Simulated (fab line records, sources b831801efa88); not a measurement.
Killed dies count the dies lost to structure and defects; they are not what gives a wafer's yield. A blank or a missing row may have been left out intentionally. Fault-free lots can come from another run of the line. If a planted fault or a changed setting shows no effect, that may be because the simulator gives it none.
A struck lot beside a sound one || flow sky130 || 16 out of 708 route steps
Sound: these wafers, L336.1, L336.5, L336.6. Struck: wafers L346.2, L346.4, L346.5. Last of all comes the cause.
Order at every step that has rows: each side's tool, ch and its chambers, its first start. Under that, the readings that differ: sound wafers || struck wafers || difference of the means || sigmas: that difference in standard deviations of wafers without a fault.
alike: readings whose means differ by less than 2 such deviations, and words and numbers that are the same on both sides. not compared: withheld readings, readings that some wafer has no value for, bounds like >300 that may hide the same value, and numbers for which the record gives no deviation and whose values overlap.
A row with sigmas, a row that says differs or no value, or rows on one side alone: a step with any of these is where the two part. When numbers do not overlap yet have no deviation, they are printed without sigmas and do not part them. Lack of a reading on every wafer of one side parts them only where that side has two or more wafers.

first, 3 steps without rows for these wafers: SKY_METAL2_EXPOSE_12 (exposes mask MM2, target cd 140 nm); SKY_METAL2_PEB_13; SKY_METAL2_DEVELOP_14 (develop time 60 s).
SKY_METAL2_CD_MEAS_15: the cd target is 140 nm.
  struck on cd_sem-02, day 39 05:25; sound on cd_sem-01, day 36 14:18
  alike: cd_nm
SKY_METAL2_OVL_MEAS_16:
  struck on overlay-02, day 39 05:32; sound on overlay-01, day 36 14:25
  alike: METAL2_OVL
SKY_METAL2_DESCUM_17: chemistry O2, time 8 s.
  sound on rie_metal-02 ch 0,1, day 36 14:28; struck on rie_metal-04 ch 0,1, day 39 05:34
  alike: drypump_motor_current_A, oes_product_au
  not compared: rf_hours_counter_h
SKY_METAL2_ETCH_18: etches BARC in N2/H2, stops on SiO2, time 45.9 s, target depth 60 nm.
  sound on rie_metal-02 ch 0,1, day 36 14:30; struck on rie_metal-04 ch 0,1, day 39 05:35
  alike: bias_w, drypump_motor_current_A, oes_product_au, throttle_valve_pct
  not compared: rf_hours_counter_h
SKY_METAL2_METAL_ETCH_19: etches the open film in Cl2/BCl3, stops on SiO2, target depth 360 nm, time 78 s.
  sound on rie_metal-02 ch 0,1, day 36 14:35; struck on rie_metal-04 ch 0,1, day 39 05:39
  alike: bias_w, drypump_motor_current_A, oes_product_au, throttle_valve_pct
  not compared: rf_hours_counter_h
SKY_METAL2_STRIP_20: strips in O2/N2.
  sound on plasma_asher-01 ch 0,1, day 36 14:42; struck on plasma_asher-01 ch 0,1, day 39 05:44
{"reading": "oes_product_au (a.u.)", "sound": "0.340 0.338 0.331", "struck": "0.342 0.352 0.343", "difference": "+0.009", "sigmas": "+2"}
  alike: drypump_motor_current_A, strip_time_to_endpoint_s
  not compared: rf_hours_counter_h
then, 3 steps without rows for these wafers: SKY_METAL2_STRIP_21 (strips in post etch residue remover, time 1200 s); SKY_METAL2_CLEAN_22 (cleans in IPA, time 180 s); SKY_METAL2_CLEAN_23 (cleans in O3/DIW).
SKY_VIA2_HDPCVD_00: deposits SiO2, target thk 1180 nm, time 196.7 s.
  sound on hdpcvd-01 ch 0,1, day 36 15:18; struck on hdpcvd-02 ch 0,2, day 39 06:38
SKY_VIA2_THK_MEAS_01:
  struck on film_metro-02, day 39 06:46; sound on film_metro-04, day 36 15:25
{"reading": "VIA2_HDPCVD_THK (nm)", "sound": "1194 1187 1192", "struck": "2388 2396 2368", "difference": "+1193", "sigmas": "+92"}
SKY_VIA2_CMP_02: polishes SiO2.
  sound on cmp-02 ch 1,2,3, day 36 15:35; struck on cmp-01 ch 0,1,2, day 39 06:55
  alike: motor_current_A, slurry_flow_ml_min
then, 1 step without rows for these wafers: SKY_PAD_OPEN_PROBE_99.

== WHERE THEY PART ==
At SKY_METAL2_STRIP_20 first; at SKY_VIA2_THK_MEAS_01 last (within this record only). Later steps at which nothing parts them and some readings are alike: SKY_VIA2_CMP_02.

WHY: what the simulator had put in
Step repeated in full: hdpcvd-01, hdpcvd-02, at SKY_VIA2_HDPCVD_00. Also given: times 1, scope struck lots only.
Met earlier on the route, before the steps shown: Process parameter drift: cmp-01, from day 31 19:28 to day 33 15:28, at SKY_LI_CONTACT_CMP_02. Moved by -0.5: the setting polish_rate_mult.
